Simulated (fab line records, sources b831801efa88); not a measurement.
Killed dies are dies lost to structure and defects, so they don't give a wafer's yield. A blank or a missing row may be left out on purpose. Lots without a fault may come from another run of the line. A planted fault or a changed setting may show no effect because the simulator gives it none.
fab line records | flow sky130
record lots=7 wafers=21 last_day=49
route steps=708 shown VIA4@651 METAL5@661 PAD_OPEN@708
lots that met no fault: from a run of the same line without faults
start_h: hours from the record's first day to the start of the lot's first wafer shown | wait_h: hours since the lot's step before | " the same as in the row above | L1.1+2: a row that stands for several wafers | - no value, or no start given | * or withheld: withheld | < > ~ a bound
route shown NAME@n: a module of which the file shows steps, and the number in the route of the first | usual: mean/standard deviation of fault-free wafers | same: alike in all rows | chamber/n: place in a boat | sites: the reading at each site | _std_site: their standard deviation | _edge_site: outer sites' mean less inner sites' | radius_mm: how far each site lies from the wafer's centre | mask NAME#n: copy n | behind: the tool/chamber that last shaped the wafer | hold: why the lot was held/for how many hours/how that ended | device: the transistor (n, p or np) that didn't switch | end of line: the same wafers' tests at the end of the route | a step without rows: its recipe alone | killed: dies lost to structure and defects at the first sort, not the wafer's yield | map: a wafer's dies, x killed, . not, _ none there
set.NAME: the setting as run; set.NAME@STEP: as run at that earlier step | model.NAME: the simulator's own value behind a step, which no gauge read
lots at some steps of the route; a table a step, a row a wafer
services: from which hour (start_h, from the record's first day; less than 0 if before it) a tool's chamber was out of use, for how many hours, and why
## steps
# step SKY_VIA4_ETCH_12
# recipe target=SiO2 chemistry=C4F8/O2/Ar stop_on=TiN mask_material=NOVOLAK source_w=1500 bias_w=1200 pressure_mtorr=40 c4f8_flow_sccm=withheld O2_flow_sccm=6 Ar_flow_sccm=300 time_s=withheld target_depth_a=5800
# usual oes_product_au=0.926/0.0046 rf_fwd_power_W=1491/5.2
# columns lot.wafer tool chamber start_h wait_h oes_product_au rf_fwd_power_W
L437.1 rie_diel-04 3 1019.80 0.0 0.922 1490
L437.4 " 1 " " 0.926 1482
L437.5 " 1 " " 0.930 1492
L439.2 rie_diel-04 2 1027.45 0.0 0.925 1494
L439.3 " 3 " " 0.932 1494
L439.5 " 0 " " 0.923 1495
L440.1 rie_diel-01 1 1034.55 0.0 0.928 1493
L440.3 " 0 " " 0.924 1484
L440.5 " 2 " " 0.924 1486
L441.1 rie_diel-01 3 1047.45 0.0 0.925 1491
L441.2 " 0 " " 0.926 1488
L441.4 " 2 " " 0.930 1482
L442.2 rie_diel-01 1 1048.75 0.0 0.919 1495
L442.4 " 0 " " 0.924 1492
L442.6 " 2 " " 0.928 1500
L449.1 rie_diel-04 3 1094.20 0.0 0.932 1491
L449.3 " 2 " " 0.921 1489
L449.4 " 1 " " 0.923 1484
L453.2 rie_diel-01 3 1129.32 0.0 0.930 1490
L453.4 " 2 " " 0.932 1480
L453.5 " 2 " " 0.933 1487
# step SKY_VIA4_STRIP_13
# recipe chemistry=O2/N2 power_w=1400 pressure_mtorr=1500 platen_temp_c=withheld o2_flow_sccm=3000 n2_flow_sccm=300 overash_fraction=0.5
# usual drypump_motor_current_A=6.0/0.46 oes_product_au=0.710/0.0047 strip_time_to_endpoint_s=12.80/0.037
# columns lot.wafer tool chamber start_h wait_h drypump_motor_current_A oes_product_au rf_hours_counter_h strip_time_to_endpoint_s
L437.1 plasma_asher-03 0 1019.88 - 5.8 0.714 25 12.78
L437.4 " 1 " " 5.6 0.713 - 12.73
L437.5 " 0 " " 5.7 0.710 - 12.71
L439.2 plasma_asher-04 0 1027.52 - 6.6 0.709 120 12.77
L439.3 " 0 " " 6.5 0.700 - 12.82
L439.5 " 1 " " 5.8 0.711 - 12.81
L440.1 plasma_asher-02 0 1034.62 - 6.8 0.712 62 12.75
L440.3 " 0 " " 6.8 0.706 - 12.71
L440.5 " 0 " " 6.8 0.714 - 12.80
L441.1 plasma_asher-04 1 1047.52 - 5.8 0.713 122 12.76
L441.2 " 0 " " 6.5 0.703 122 12.80
L441.4 " 0 " " 6.5 0.713 - 12.86
L442.2 plasma_asher-04 1 1048.83 - 5.8 0.701 122 12.85
L442.4 " 0 " " 6.5 0.710 - 12.77
L442.6 " 1 " " 5.8 0.711 - 12.88
L449.1 plasma_asher-02 0 1094.27 - 6.8 0.708 68 12.84
L449.3 " 1 " " 5.5 0.709 - 12.81
L449.4 " 0 " " 6.7 0.713 - 12.80
L453.2 plasma_asher-03 0 1129.39 - 5.8 0.710 36 12.77
L453.4 " 0 " " 5.8 0.714 - 12.82
L453.5 " 1 " " 5.5 0.702 - 12.81
# step SKY_VIA4_STRIP_14
# recipe chemistry=post_etch_residue_remover time_s=1200 temp_c=72.5
# step SKY_VIA4_CLEAN_15
# recipe chemistry=IPA time_s=180 temp_c=25
# step SKY_VIA4_CLEAN_16
# recipe chemistry=O3/DIW dry=n2_spin
# step SKY_VIA4_SPUTTER_17
# recipe material=TiN target_thk_nm=20 chamber_pressure_pa=5 power_w=4000 time_s=80
# step SKY_VIA4_CVD_18
# recipe material=W target_thk_nm=505 time_s=152.14 temp_c=402.8 pressure_torr=40
# step SKY_VIA4_RS_MEAS_19
# recipe thk_meas_gauge=four-point-probe reads=W_of_VIA4_CVD_18+TiN_of_VIA4_SPUTTER_17
# usual VIA4_W_RS=0.2143/0.0029
# columns lot.wafer tool chamber start_h wait_h VIA4_W_RS[ohm/sq]
L437.1 film_metro-04 - 1020.72 0.1 0.2106
L437.4 " - " " 0.2084
L437.5 " - " " 0.2121
L439.2 film_metro-04 - 1028.41 0.2 0.2171
L439.3 " - " " 0.2124
L439.5 " - " " 0.2145
L440.1 film_metro-02 - 1035.44 0.1 0.2134
L440.3 " - " " 0.2149
L440.5 " - " " 0.2110
L441.1 film_metro-01 - 1048.33 0.1 0.2139
L441.2 " - " " 0.2192
L441.4 " - " " 0.2121
L442.2 film_metro-02 - 1049.65 0.1 0.2175
L442.4 " - " " 0.2131
L442.6 " - " " 0.2175
L449.1 film_metro-04 - 1095.20 0.1 0.2138
L449.3 " - " " 0.2108
L449.4 " - " " 0.2185
L453.2 film_metro-01 - 1130.25 0.1 0.2193
L453.4 " - " " 0.2139
L453.5 " - " " 0.2140
# step SKY_VIA4_THK_MEAS_20
# recipe thk_meas_gauge=xrf reads=W_of_VIA4_CVD_18
# usual VIA4_W_THK=521/7.8
# columns lot.wafer tool chamber start_h wait_h VIA4_W_THK[nm]
L437.1 film_metro-04 - 1020.84 0.1 528
L437.4 " - " " 531
L437.5 " - " " 524
L439.2 film_metro-04 - 1028.52 0.1 510
L439.3 " - " " 521
L439.5 " - " " 519
L440.1 film_metro-02 - 1035.56 0.1 526
L440.3 " - " " 526
L440.5 " - " " 532
L441.1 film_metro-01 - 1048.45 0.1 523
L441.2 " - " " 509
L441.4 " - " " 528
L442.2 film_metro-02 - 1049.76 0.1 519
L442.4 " - " " 530
L442.6 " - " " 517
L449.1 film_metro-04 - 1095.32 0.1 520
L449.3 " - " " 524
L449.4 " - " " 508
L453.2 film_metro-01 - 1130.36 0.1 510
L453.4 " - " " 527
L453.5 " - " " 526
# step SKY_VIA4_CMP_21
# recipe stop_on=SiO2 t_overpolish_s=25 down_force_psi=3.5 platen_rpm=60 target_thk_nm=0 pad_velocity_m_s=0.94248
# usual motor_current_A=11.4/1.2 overpolish_run_s=24.999/0.0098 time_to_endpoint_s=131/5.3
# columns lot.wafer tool chamber start_h wait_h motor_current_A overpolish_run_s time_to_endpoint_s
L437.4 cmp-02 1 1020.95 0.1 11.2 25.018 130
L437.1 " 2 " " 10.6 25.015 126
L437.5 " 1 " " 11.6 25.017 128
L439.3 cmp-01 2 1028.67 0.1 11.0 25.002 137
L439.2 " 3 " " 14.3 25.011 133
L439.5 " 1 " " 10.6 25.000 127
L440.1 cmp-02 2 1035.72 0.1 10.5 25.019 126
L440.3 " 3 " " 11.3 24.997 124
L440.5 " 1 " " 11.6 25.014 130
L441.2 cmp-01 2 1048.51 0.0 11.3 25.022 134
L441.1 " 0 " " 10.8 24.992 133
L441.4 " 1 " " 10.3 24.996 130
L442.4 cmp-01 2 1049.91 0.1 10.7 25.006 141
L442.2 " 3 " " 13.1 25.012 131
L442.6 " 1 " " 11.0 24.990 128
L449.3 cmp-01 3 1095.56 0.2 13.5 24.997 133
L449.1 " 0 " " 11.2 25.003 128
L449.4 " 1 " " 10.8 25.006 123
L453.2 cmp-02 2 1130.41 0.0 11.2 25.007 133
L453.4 " 3 " " 12.1 25.006 135
L453.5 " 3 " " 12.3 25.012 130
# step SKY_METAL5_SPUTTER_00
# recipe material=Ti target_thk_nm=15 power_w=3000 time_s=10 chamber_pressure_pa=0.4
# step SKY_METAL5_SPUTTER_01
# recipe material=TiN target_thk_nm=20 power_w=6500 time_s=16.7 chamber_pressure_pa=0.4
# usual chamber_pressure_pa=0.4000/0.0008 throttle_valve_pct=30.2/1.1
# columns lot.wafer tool chamber start_h wait_h chamber_pressure_pa throttle_valve_pct
L437.1 pvd_sputter-03 - 1021.22 0.0 0.4001 32.4
L437.4 " - " " 0.4005 29.9
L437.5 " - " " 0.4008 29.9
L439.2 pvd_sputter-03 - 1028.89 0.0 0.3988 30.7
L439.3 " - " " 0.4001 32.6
L439.5 " - " " 0.3986 29.8
L440.1 pvd_sputter-02 - 1035.94 0.0 0.3999 31.0
L440.3 " - " " 0.3990 31.0
L440.5 " - " " 0.4008 30.5
L441.1 pvd_sputter-03 - 1048.83 0.0 0.4002 29.7
L441.2 " - " " 0.4002 30.0
L441.4 " - " " 0.4001 32.7
L442.2 pvd_sputter-03 - 1050.13 0.0 0.4003 30.0
L442.4 " - " " 0.4010 29.9
L442.6 " - " " 0.3998 30.2
L449.1 pvd_sputter-02 - 1095.88 0.0 0.3997 28.6
L449.3 " - " " 0.4002 29.4
L449.4 " - " " 0.4001 28.6
L453.2 pvd_sputter-04 - 1130.73 0.0 0.4006 31.1
L453.4 " - " " 0.4006 28.9
L453.5 " - " " 0.3991 28.8
# step SKY_METAL5_SPUTTER_02
# recipe material=AlCu target_thk_nm=1150 power_w=10600 time_s=61.2 chamber_pressure_pa=0.4
# usual chamber_pressure_pa=0.4001/0.00081 throttle_valve_pct=30.2/1.1
# columns lot.wafer tool chamber start_h wait_h chamber_pressure_pa throttle_valve_pct model.AlCu_of_METAL5_SPUTTER_02.thk_nm
L437.1 pvd_sputter-03 - 1021.25 0.0 0.3991 32.5 1153
L437.4 " - " " 0.4007 30.1 1165
L437.5 " - " " 0.3992 29.7 1178
L439.2 pvd_sputter-03 - 1028.91 0.0 0.6916 23.2 977.7
L439.3 " - " " 0.6918 24.8 975.9
L439.5 " - " " 0.6933 22.4 981.2
L440.1 pvd_sputter-02 - 1035.96 0.0 0.3997 30.5 1143
L440.3 " - " " 0.4007 30.8 1143
L440.5 " - " " 0.3985 30.7 1141
L441.1 pvd_sputter-03 - 1048.86 0.0 0.6935 22.6 981
L441.2 " - " " 0.6927 22.7 972.9
L441.4 " - " " 0.6917 24.5 979.3
L442.2 pvd_sputter-03 - 1050.16 0.0 0.6927 22.8 996.6
L442.4 " - " " 0.6923 22.6 991.4
L442.6 " - " " 0.6940 23.0 982
L449.1 pvd_sputter-02 - 1095.91 0.0 0.4006 28.5 1139
L449.3 " - " " 0.4003 29.3 1136
L449.4 " - " " 0.4002 28.5 1134
L453.2 pvd_sputter-04 - 1130.76 0.0 0.4006 31.3 1132
L453.4 " - " " 0.3992 29.0 1154
L453.5 " - " " 0.3987 29.2 1150
# step SKY_METAL5_SPUTTER_03
# recipe material=Ti target_thk_nm=5 power_w=3000 time_s=3.3 chamber_pressure_pa=0.4
# usual chamber_pressure_pa=0.4000/0.00077 throttle_valve_pct=30.2/1.1
# columns lot.wafer tool chamber start_h wait_h chamber_pressure_pa throttle_valve_pct
L437.1 pvd_sputter-03 - 1021.30 0.0 0.4013 32.3
L437.4 " - " " 0.4002 29.7
L437.5 " - " " 0.4003 30.2
L439.2 pvd_sputter-03 - 1028.96 0.0 0.3992 30.8
L439.3 " - " " 0.3979 32.6
L439.5 " - " " 0.3992 30.0
L440.1 pvd_sputter-02 - 1036.01 0.0 0.3996 30.6
L440.3 " - " " 0.3981 30.6
L440.5 " - " " 0.4000 30.8
L441.1 pvd_sputter-03 - 1048.91 0.0 0.3994 29.9
L441.2 " - " " 0.3993 30.3
L441.4 " - " " 0.3998 32.5
L442.2 pvd_sputter-03 - 1050.21 0.0 0.4004 30.0
L442.4 " - " " 0.4012 29.9
L442.6 " - " " 0.3997 30.0
L449.1 pvd_sputter-02 - 1095.96 0.0 0.3998 28.3
L449.3 " - " " 0.3997 29.5
L449.4 " - " " 0.4007 28.6
L453.2 pvd_sputter-04 - 1130.81 0.0 0.3999 31.1
L453.4 " - " " 0.4012 28.8
L453.5 " - " " 0.4012 29.2
# step SKY_METAL5_SPUTTER_04
# recipe material=TiN target_thk_nm=70 power_w=6500 time_s=58.3 chamber_pressure_pa=0.4
# step SKY_METAL5_RS_MEAS_05
# recipe thk_meas_gauge=four-point-probe reads=TiN_of_METAL5_SPUTTER_04+Ti_of_METAL5_SPUTTER_03+AlCu_of_METAL5_SPUTTER_02+TiN_of_METAL5_SPUTTER_01+Ti_of_METAL5_SPUTTER_00
# usual METAL5_ALCU_RS=0.0272/0.00032
# columns lot.wafer tool chamber start_h wait_h METAL5_ALCU_RS[ohm/sq]
L437.1 film_metro-03 - 1021.37 0.0 0.0270
L437.4 " - " " 0.0267
L437.5 " - " " 0.0265
L439.2 film_metro-04 - 1029.05 0.0 0.0320
L439.3 " - " " 0.0321
L439.5 " - " " 0.0320
L440.1 film_metro-03 - 1036.08 0.0 0.0273
L440.3 " - " " 0.0273
L440.5 " - " " 0.0274
L441.1 film_metro-04 - 1048.97 0.0 0.0319
L441.2 " - " " 0.0322
L441.4 " - " " 0.0320
L442.2 film_metro-04 - 1050.30 0.0 0.0315
L442.4 " - " " 0.0317
L442.6 " - " " 0.0319
L449.1 film_metro-03 - 1096.03 0.0 0.0274
L449.3 " - " " 0.0275
L449.4 " - " " 0.0275
L453.2 film_metro-03 - 1130.89 0.0 0.0276
L453.4 " - " " 0.0271
L453.5 " - " " 0.0272
# step SKY_METAL5_THK_MEAS_06
# recipe thk_meas_gauge=xrf reads=AlCu_of_METAL5_SPUTTER_02
# usual METAL5_ALCU_THK=1159/15
# columns lot.wafer tool chamber start_h wait_h METAL5_ALCU_THK[nm]
L437.1 film_metro-03 - 1021.49 0.1 1172
L437.4 " - " " 1181
L437.5 " - " " 1196
L439.2 film_metro-04 - 1029.16 0.1 977
L439.3 " - " " 979
L439.5 " - " " 984
L440.1 film_metro-03 - 1036.20 0.1 1154
L440.3 " - " " 1165
L440.5 " - " " 1161
L441.1 film_metro-04 - 1049.09 0.1 988
L441.2 " - " " 981
L441.4 " - " " 988
L442.2 film_metro-04 - 1050.41 0.1 1001
L442.4 " - " " 998
L442.6 " - " " 985
L449.1 film_metro-03 - 1096.15 0.1 1151
L449.3 " - " " 1156
L449.4 " - " " 1147
L453.2 film_metro-03 - 1131.00 0.1 1147
L453.4 " - " " 1170
L453.5 " - " " 1154
# step SKY_METAL5_DEHYDRATE_07
# recipe temp_c=200 time_s=60
# step SKY_METAL5_HMDS_08
# recipe prime_time_s=60 prime_temp_c=120
# step SKY_METAL5_COAT_09
# recipe resist=NOVOLAK spin_rpm=3000 resist_thk_nm=1800
# step SKY_METAL5_SOFTBAKE_10
# recipe temp_c=90 time_s=60 resist=NOVOLAK
# step SKY_METAL5_EXPOSE_11
# recipe mask_id=MM5 na=0.6 source_shape=conventional sigma_outer=0.6 polarization=unpolarized target_cd_nm=1600 dose_mj=190
# step SKY_METAL5_PEB_12
# recipe temp_c=withheld time_s=* resist=NOVOLAK
# step SKY_METAL5_DEVELOP_13
# recipe resist=NOVOLAK developer=TMAH develop_time_s=60 dev_temp_c=23
# step SKY_METAL5_DESCUM_14
# recipe chemistry=O2 source_power_w=150 bias_power_w=0 pressure_mtorr=10 temp_c=40 time_s=11
# step SKY_METAL5_METAL_ETCH_15
# recipe target_depth_a=12600 stop_on=SiO2 over_etch_frac=0.2 time_s=247.3 chemistry=Cl2/BCl3 resist_sidewall_deg=86 pressure_mtorr=10 icp_w=900 bias_w=48.5 Cl2_flow_sccm=60 bcl3_flow_sccm=30
# usual drypump_motor_current_A=5.6/0.4 oes_product_au=0.903/0.005 rf_fwd_power_W=897.4/2.8 throttle_valve_pct=22.265/0.01
# columns lot.wafer tool chamber start_h wait_h drypump_motor_current_A oes_product_au rf_fwd_power_W rf_hours_counter_h throttle_valve_pct
L437.1 rie_metal-01 1 1044.37 0.0 5.6 0.896 897.5 6 22.265
L437.4 " 0 " " 5.1 0.908 897.4 - 22.267
L437.5 " 0 " " 5.1 0.902 893.1 - 22.269
L439.2 rie_metal-03 1 1051.12 0.0 5.8 0.837 897.2 7 22.278
L439.3 " 0 " " 5.7 0.839 894.6 - 22.262
L439.5 " 0 " " 5.7 0.844 895.3 - 22.257
L440.1 rie_metal-01 0 1058.27 0.0 5.1 0.894 898.6 20 22.266
L440.3 " 0 " " 5.1 0.897 897.0 - 22.260
L440.5 " 0 " " 5.1 0.895 899.2 - 22.258
L441.1 rie_metal-03 1 1070.25 0.1 5.8 0.840 895.8 9 22.280
L441.2 " 1 " " 5.8 0.827 897.7 - 22.249
L441.4 " 1 " " 5.8 0.839 894.7 - 22.262
L442.2 rie_metal-02 0 1071.67 0.0 5.2 0.851 896.3 13 22.271
L442.4 " 0 " " 5.2 0.841 898.7 - 22.263
L442.6 " 0 " " 5.2 0.836 897.1 - 22.266
L449.1 rie_metal-03 1 1116.33 0.1 5.8 0.911 895.3 13 22.265
L449.3 " 1 " " 5.8 0.905 895.4 - 22.273
L449.4 " 1 " " 5.8 0.915 898.0 - 22.277
L453.2 rie_metal-03 1 1149.30 0.0 5.8 0.901 892.5 16 22.251
L453.4 " 1 " " 5.8 0.907 895.0 - 22.280
L453.5 " 1 " " 5.8 0.892 895.3 - 22.269
# step SKY_METAL5_STRIP_16
# recipe chemistry=O2/N2 power_w=1400 pressure_mtorr=1500 platen_temp_c=withheld o2_flow_sccm=3000 n2_flow_sccm=300 overash_fraction=0.5
# step SKY_PAD_OPEN_PROBE_99
# usual defect_limited_yield=82.3/1.7 killed_at_M0_to_M3=43/6.8 killed_at_M4_up=3.3/1.8 killed_at_contacts=25/5.9 killed_at_front_end=16/4.2 killed_at_other=0.3/0.69 killed_dies=87/8.6 killed_open=48/6.3 killed_short=39/5.3 sort_bin_3_pad_short=0.9/0.38 sort_bin_5_function=10.5/1.4 sort_bin_6_memory=6.4/1.1 sort_n_pass=405/8.6 sort_yield_pct=82.3/1.7
# same gross_dies=492 killed_at_back_side=0 sort_bin_4_leakage[%]=0 sort_bin_8_speed[%]=0
# columns lot.wafer tool chamber start_h wait_h defect_limited_yield[%] killed_at_M0_to_M3 killed_at_M4_up killed_at_contacts killed_at_front_end killed_at_other killed_dies killed_open killed_short sort_bin_3_pad_short[%] sort_bin_5_function[%] sort_bin_6_memory[%] sort_n_pass sort_yield_pct[%] model.etest.met5.rs_ohm_sq model.etest.met5.line_ohm_um
L437.1 prober-02 - 1090.75 0.1 82.9 37 2 22 23 0 84 46 37 0.8 10.4 5.9 408 82.9 0.02711 0.01715
L437.4 prober-02 - 1090.90 0.2 82.1 41 4 26 17 0 88 44 44 0.2 11.8 5.9 404 82.1 0.02677 0.01673
L437.5 prober-02 - 1090.95 0.2 80.1 47 0 26 25 0 98 57 40 0.6 12.4 6.9 394 80.1 0.02616 0.01636
L439.2 prober-02 - 1096.64 0.1 83.3 32 3 31 16 0 82 46 36 0.4 9.1 7.1 410 83.3 0.0322 0.02013
L439.3 prober-02 - 1096.69 0.2 82.3 47 4 20 16 0 87 52 35 0.4 10.8 6.5 405 82.3 0.03208 0.01989
L439.5 prober-02 - 1096.79 0.2 83.5 41 3 18 18 1 81 42 39 2.0 8.9 5.5 411 83.5 0.03175 0.0197
L440.1 prober-02 - 1102.05 0.1 81.7 38 3 34 15 0 90 48 41 1.0 10.8 6.5 402 81.7 0.02714 0.01695
L440.3 prober-02 - 1102.15 0.2 81.9 51 1 26 11 0 89 55 34 1.0 10.6 6.5 403 81.9 0.02724 0.01696
L440.5 prober-02 - 1102.25 0.2 80.1 44 2 29 23 0 98 60 38 1.4 11.8 6.7 394 80.1 0.02722 0.01698
L441.1 prober-01 - 1114.85 0.1 82.5 36 4 28 18 0 86 45 41 0.8 10.2 6.5 406 82.5 0.03191 0.01987
L441.2 prober-01 - 1114.90 0.1 84.1 36 2 24 15 1 78 44 34 0.2 11.2 4.5 414 84.1 0.03211 0.01989
L441.4 prober-01 - 1115.00 0.2 85.2 40 1 17 15 0 73 38 35 0.8 7.3 6.7 419 85.2 0.03195 0.01988
L442.2 prober-02 - 1116.75 0.1 83.7 45 5 12 17 1 80 41 38 1.2 8.9 6.1 412 83.7 0.03118 0.01936
L442.4 prober-02 - 1116.85 0.2 81.7 42 6 20 21 1 90 47 43 0.8 10.8 6.7 402 81.7 0.03175 0.01979
L442.6 prober-02 - 1116.95 0.2 82.7 45 4 21 14 1 85 45 39 1.2 9.1 6.9 407 82.7 0.0321 0.01998
L449.1 prober-01 - 1157.60 0.1 83.1 47 3 17 16 0 83 42 41 0.2 10.0 6.7 409 83.1 0.02727 0.01698
L449.3 prober-01 - 1157.70 0.2 80.7 50 5 23 17 0 95 55 40 0.8 10.0 8.5 397 80.7 0.02779 0.01733
L449.4 prober-01 - 1157.75 0.2 81.5 48 4 25 14 0 91 44 47 0.4 9.8 8.3 401 81.5 0.02741 0.01708
L453.2 prober-01 - 1185.20 0.1 83.3 41 1 27 10 3 82 38 44 0.6 10.2 5.9 410 83.3 0.02756 0.0172
L453.4 prober-01 - 1185.30 0.2 82.7 40 5 22 18 0 85 51 33 0.6 8.9 7.7 407 82.7 0.02732 0.01711
L453.5 prober-01 - 1185.35 0.2 79.7 52 3 29 15 1 100 53 47 1.6 13.0 5.7 392 79.7 0.02743 0.01712
# killed by level:class
L437.1 CONTACT:geometric_particle:open=10 LI_CONTACT:geometric_particle:open=7 FIELD_ISO:geometric_particle:open=6 VIA1:geometric_particle:open=6 FIELD_ISO:geometric_particle:short=5 VIA1:geometric_particle:short=5 METAL2:geometric_particle:short=5 VIA3:geometric_particle:open=5
L437.4 METAL1:geometric_particle:short=10 LI_CONTACT:geometric_particle:open=9 FIELD_ISO:geometric_particle:short=7 CONTACT:geometric_particle:open=7 METAL2:geometric_particle:short=5 VIA3:geometric_particle:open=5 VIA2:geometric_particle:open=5 FIELD_ISO:geometric_particle:open=4
L437.5 LI_CONTACT:geometric_particle:open=12 VIA1:geometric_particle:open=10 VIA2:geometric_particle:open=9 METAL2:geometric_particle:short=7 POLY_GATE:geometric_particle:short=6 CONTACT:geometric_particle:open=6 POLY_GATE:geometric_particle:open=5 VIA2:geometric_particle:short=5
L439.2 CONTACT:geometric_particle:short=12 CONTACT:geometric_particle:open=12 VIA1:geometric_particle:open=9 VIA2:geometric_particle:open=7 FIELD_ISO:geometric_particle:short=6 FIELD_ISO:geometric_particle:open=5 LI_CONTACT:geometric_particle:open=4 VIA3:geometric_particle:open=4
L439.3 VIA1:geometric_particle:open=13 VIA2:geometric_particle:open=13 CONTACT:geometric_particle:short=6 VIA1:geometric_particle:short=6 FIELD_ISO:geometric_particle:open=5 CONTACT:geometric_particle:open=5 POLY_GATE:geometric_particle:open=4 LI_CONTACT:geometric_particle:open=4
L439.5 VIA1:geometric_particle:open=10 VIA3:geometric_particle:open=7 POLY_GATE:geometric_particle:short=6 CONTACT:geometric_particle:open=6 FIELD_ISO:geometric_particle:short=5 LI_CONTACT:geometric_particle:open=5 VIA2:geometric_particle:open=5 VIA1:geometric_particle:short=4
L440.1 CONTACT:geometric_particle:open=11 VIA3:geometric_particle:open=10 LI_CONTACT:geometric_particle:open=9 CONTACT:geometric_particle:short=6 FIELD_ISO:geometric_particle:short=5 VIA3:geometric_particle:short=5 POLY_GATE:geometric_particle:open=4 LOCAL_INTERCONNECT:geometric_particle:short=4
L440.3 VIA1:geometric_particle:open=16 VIA2:geometric_particle:open=10 CONTACT:geometric_particle:open=8 VIA3:geometric_particle:open=5 LI_CONTACT:geometric_particle:short=5 LI_CONTACT:geometric_particle:open=4 LOCAL_INTERCONNECT:geometric_particle:short=4 CONTACT:geometric_particle:short=4
L440.5 VIA1:geometric_particle:open=12 CONTACT:geometric_particle:open=12 VIA2:geometric_particle:open=7 LI_CONTACT:geometric_particle:open=6 VIA3:geometric_particle:open=6 METAL2:geometric_particle:short=6 FIELD_ISO:geometric_particle:short=5 FIELD_ISO:geometric_particle:open=5
L441.1 CONTACT:geometric_particle:open=9 VIA1:geometric_particle:open=9 CONTACT:geometric_particle:short=8 POLY_GATE:geometric_particle:open=7 METAL1:geometric_particle:short=6 FIELD_ISO:geometric_particle:short=5 VIA3:geometric_particle:open=5 METAL2:geometric_particle:short=5
L441.2 VIA1:geometric_particle:open=14 CONTACT:geometric_particle:open=8 FIELD_ISO:geometric_particle:open=7 LI_CONTACT:geometric_particle:open=6 CONTACT:geometric_particle:short=6 FIELD_ISO:geometric_particle:short=5 VIA1:geometric_particle:short=4 METAL2:geometric_particle:short=4
L441.4 VIA1:geometric_particle:short=7 VIA1:geometric_particle:open=7 VIA2:geometric_particle:open=7 CONTACT:geometric_particle:open=5 CONTACT:geometric_particle:short=5 VIA3:geometric_particle:open=5 METAL1:geometric_particle:short=4 METAL3:geometric_particle:short=4
L442.2 VIA1:geometric_particle:open=12 VIA3:geometric_particle:open=8 POLY_GATE:geometric_particle:short=6 CONTACT:geometric_particle:open=6 VIA2:geometric_particle:short=6 VIA1:geometric_particle:short=5 FIELD_ISO:geometric_particle:short=4 FIELD_ISO:geometric_particle:open=4
L442.4 VIA1:geometric_particle:open=11 VIA3:geometric_particle:open=9 FIELD_ISO:geometric_particle:open=6 CONTACT:geometric_particle:open=6 VIA1:geometric_particle:short=6 POLY_GATE:geometric_particle:short=5 SPACER:geometric_particle:short=4 LOCAL_INTERCONNECT:geometric_particle:short=4
L442.6 VIA1:geometric_particle:open=10 VIA2:geometric_particle:open=9 CONTACT:geometric_particle:open=7 VIA3:geometric_particle:open=6 FIELD_ISO:geometric_particle:short=5 LOCAL_INTERCONNECT:geometric_particle:short=5 METAL3:geometric_particle:short=5 LI_CONTACT:geometric_particle:open=4
L449.1 VIA1:geometric_particle:open=8 METAL1:geometric_particle:short=8 VIA2:geometric_particle:open=7 LI_CONTACT:geometric_particle:open=5 VIA3:geometric_particle:open=5 FIELD_ISO:geometric_particle:short=4 METAL2:geometric_particle:short=4 CONTACT:geometric_particle:short=3
L449.3 VIA1:geometric_particle:open=17 CONTACT:geometric_particle:open=10 VIA2:geometric_particle:open=7 CONTACT:geometric_particle:short=6 METAL2:geometric_particle:short=6 VIA3:geometric_particle:open=6 METAL1:geometric_particle:short=5 FIELD_ISO:geometric_particle:short=4
L449.4 LI_CONTACT:geometric_particle:open=9 VIA1:geometric_particle:open=9 METAL1:geometric_particle:short=8 CONTACT:geometric_particle:open=7 METAL3:geometric_particle:short=7 METAL2:geometric_particle:short=6 FIELD_ISO:geometric_particle:open=5 CONTACT:geometric_particle:short=5
L453.2 CONTACT:geometric_particle:open=10 VIA1:geometric_particle:open=8 METAL2:geometric_particle:short=8 LOCAL_INTERCONNECT:geometric_particle:short=7 LI_CONTACT:geometric_particle:open=6 VIA1:geometric_particle:short=4 METAL3:geometric_particle:short=4 VIA3:geometric_particle:short=4
L453.4 FIELD_ISO:geometric_particle:open=9 VIA3:geometric_particle:open=7 LI_CONTACT:geometric_particle:open=7 VIA1:geometric_particle:open=7 VIA2:geometric_particle:short=6 VIA2:geometric_particle:open=6 CONTACT:geometric_particle:open=5 FIELD_ISO:geometric_particle:short=4
L453.5 METAL1:geometric_particle:short=12 VIA1:geometric_particle:open=11 CONTACT:geometric_particle:open=10 LI_CONTACT:geometric_particle:open=8 VIA3:geometric_particle:open=8 VIA3:geometric_particle:short=7 FIELD_ISO:geometric_particle:open=6 CONTACT:geometric_particle:short=5
## services
# columns tool chamber start_h hours kind
cmp-02 - 1007.79 2.1 repair
cmp-01 - 1010.00 6.4 pm
rie_diel-01 3 1016.94 6.3 repair
cmp-01 - 1018.34 0.8 repair
rie_metal-02 - 1020.31 0.2 repair
plasma_asher-04 - 1055.25 9.0 pm
rie_diel-04 3 1060.16 6.8 repair
rie_metal-03 0 1061.91 19.3 repair
rie_diel-04 - 1065.25 0.2 repair
rie_metal-02 1 1065.30 4.9 repair
cmp-01 - 1077.64 12.6 pm
cmp-01 - 1090.22 4.0 pm
plasma_asher-04 - 1090.22 5.1 repair
cmp-01 - 1096.64 0.3 repair
pvd_sputter-03 - 1101.59 2.5 repair
cmp-02 - 1105.40 0.4 repair
rie_diel-01 1 1110.40 4.3 repair
rie_diel-04 - 1118.65 14.6 pm
plasma_asher-04 - 1119.76 2.4 repair
plasma_asher-04 - 1129.40 1.8 repair
rie_diel-01 3 1135.44 1.7 repair
rie_diel-04 1 1137.62 4.2 repair
rie_metal-01 0 1138.01 1.0 repair
rie_metal-01 - 1147.90 2.8 pm
## key
first_sign step=SKY_METAL5_SPUTTER_02 reading=chamber_pressure_pa direction=up sigmas=99+ usual=0.4001 struck=0.6926
effect step=SKY_METAL5_SPUTTER_02 reading=throttle_valve_pct direction=down sigmas=6.6 usual=30.2 struck=23.2
effect step=SKY_METAL5_RS_MEAS_05 reading=METAL5_ALCU_RS direction=up sigmas=15 usual=0.0272 struck=0.0319
effect step=SKY_METAL5_THK_MEAS_06 reading=METAL5_ALCU_THK direction=down sigmas=11 usual=1159 struck=987
effect step=SKY_METAL5_METAL_ETCH_15 reading=oes_product_au direction=down sigmas=13 usual=0.903 struck=0.839
model_effect step=SKY_METAL5_SPUTTER_02 value=AlCu_of_METAL5_SPUTTER_02.thk_nm without=1141 struck=982
model_effect step=SKY_PAD_OPEN_PROBE_99 value=etest.met5.rs_ohm_sq without=0.02742 struck=0.03189
met_at SKY_METAL5_SPUTTER_02
struck_wafers L439.2,L439.3,L439.5,L441.1,L441.2,L441.4,L442.2,L442.4,L442.6
onset_between 1021.25 1028.91
fault kind=process_parameter_drift tool=pvd_sputter-03 chamber=- onset_h=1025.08 steps=SKY_METAL5_SPUTTER_02 channel=chamber_pressure_pa offset=0.29316 shape=step end_h=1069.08 acts_in=these_recipes_only stated=0.4
